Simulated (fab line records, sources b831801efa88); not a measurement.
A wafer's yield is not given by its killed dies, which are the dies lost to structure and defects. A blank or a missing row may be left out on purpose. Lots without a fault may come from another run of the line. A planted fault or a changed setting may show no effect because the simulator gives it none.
Code-filled problem report in 8D (eight disciplines) form / flow sky130 / the parts of the form that need people (team, actions taken, sign-off) are left out

== 1. THE PROBLEM ==
At SKY_PAD_OPEN_PROBE_99, killed_at_M4_up averages 48.0 over 6 wafers from 2 lots, while fault-free wafers read 2.9, standard deviation 1.7. Relative to the usual mean, that is a shift of +27 standard deviations.
First seen on wafer L709.2, day 47 04:42, on prober-01. The record holds 12 wafers of 4 lots with a number at this step. Rule for "out", or "out of limits": more than 4 standard deviations from the usual mean. All remaining wafers that have a number are taken as sound.

== 2. WHAT IT IS, AND WHAT IT ISN'T ==
question=which readings at this step | is=killed_at_M4_up | is not=killed_at_M0_to_M3, killed at contacts, killed at other, killed short
question=which lots | is=L709, L710 | is not=L718, L724
question=which wafers of those lots | is=all that have a number | is not=-
question=read on which tools | is=prober-01, prober-02 | is not=-
question=when | is=from day 47 04:42 | is not=up to then (0 sound wafers); but 6 sound wafers of L718, L724 came after

== 3. SUSPECTS, AND WHAT RULES EACH OUT ==
Counting: a tool stays on the suspect list if, at a process step up to the reading, it processed all lots that are out and no sound lot following the first of them.
- rie metal-02 at SKY_METAL4_DESCUM_15 (chemistry O2, time 8 s): kept. It ran every lot that is out, first L709 (day 43 09:07), and no sound lot after that.
- rie metal-02 at SKY_METAL4_ETCH_16 (etches BARC in N2/H2, stops on SiO2, time 88.2 s, target depth 60 nm): kept. It ran every lot that is out, first L709 (day 43 09:13), and no sound lot after that.
- rie diel-02 at SKY_METAL4_ETCH_17 (etches SiO2 in C4F8/O2/Ar, stops on TiN, time 3.9 s, target depth 15 nm): kept. It ran every lot that is out, first L709 (day 43 09:22), and no sound lot after that.
- plasma asher-04 at SKY_METAL4_STRIP_19 (strips in O2/N2): ruled out as a lasting fault. Sound lots L724 ran on it after its first lot that is out, L709 (day 43 09:45).
- pvd sputter-04 at SKY_METAL5_SPUTTER_00 (material Ti, target thk 15 nm, time 10 s): ruled out as a lasting fault. Sound lots L724 ran on it after its first lot that is out, L709 (day 44 10:52).
- pvd sputter-04 at SKY_METAL5_SPUTTER_03 (material Ti, target thk 5 nm, time 3.3 s): ruled out as a lasting fault. Sound lots L724 ran on it after its first lot that is out, L709 (day 44 10:58).
The count leaves rie metal-02 at SKY_METAL4_DESCUM_15, rie metal-02 at SKY_METAL4_ETCH_16, and rie diel-02 at SKY_METAL4_ETCH_17.

== 4. THE CAUSE (what the simulator had put in) ==
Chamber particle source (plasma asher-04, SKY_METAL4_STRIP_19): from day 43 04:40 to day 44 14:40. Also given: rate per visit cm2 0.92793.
Counting ruled it out, wrongly: the rule takes a fault to strike every lot that its tool runs from its start on, and this one did not.

== 5. THE CHAIN OF EFFECTS, in route order ==
Each row: a reading where the mean over the struck wafers with a number is more than 3 standard deviations away from the usual. Only readings whose record carries a usual standard deviation are examined. hours: median over the lots of the time between each lot's start at the first step of this table that gives one and its start at this step. sigmas: the change, counted in usual standard deviations.
hours=0; step=SKY_PAD_OPEN_PROBE_99; reading=defect limited yield; usual=82.5 %; on struck wafers=73.6; change=-8.9; sigmas=-4.7
hours=0; step=SKY_PAD_OPEN_PROBE_99; reading=killed_at_M4_up; usual=2.9; on struck wafers=48.0; change=+45.1; sigmas=+27
hours=0; step=SKY_PAD_OPEN_PROBE_99; reading=killed dies; usual=86; on struck wafers=130; change=+44; sigmas=+4.7
hours=0; step=SKY_PAD_OPEN_PROBE_99; reading=sort_bin_3_pad_short; usual=0.9 %; on struck wafers=3.2; change=+2.3; sigmas=+5.8
hours=0; step=SKY_PAD_OPEN_PROBE_99; reading=sort_bin_5_function; usual=10.3 %; on struck wafers=15.9; change=+5.6; sigmas=+3.5
hours=0; step=SKY_PAD_OPEN_PROBE_99; reading=sort n pass; usual=406; on struck wafers=362; change=-44; sigmas=-4.7
hours=0; step=SKY_PAD_OPEN_PROBE_99; reading=sort yield pct; usual=82.5 %; on struck wafers=73.6; change=-8.9; sigmas=-4.7
The process steps in it:
- SKY_PAD_OPEN_PROBE_99

== 6. WHAT WOULD HAVE CAUGHT IT SOONER ==
First out-of-limits reading in this record: day 47 04:42, which is 96 hours after fault onset at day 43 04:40.
Of the tool readings at SKY_METAL4_STRIP_19 for which the record gives a usual standard deviation, none was out on any struck wafer, so an alarm limit of 4 standard deviations on them would not have fired.
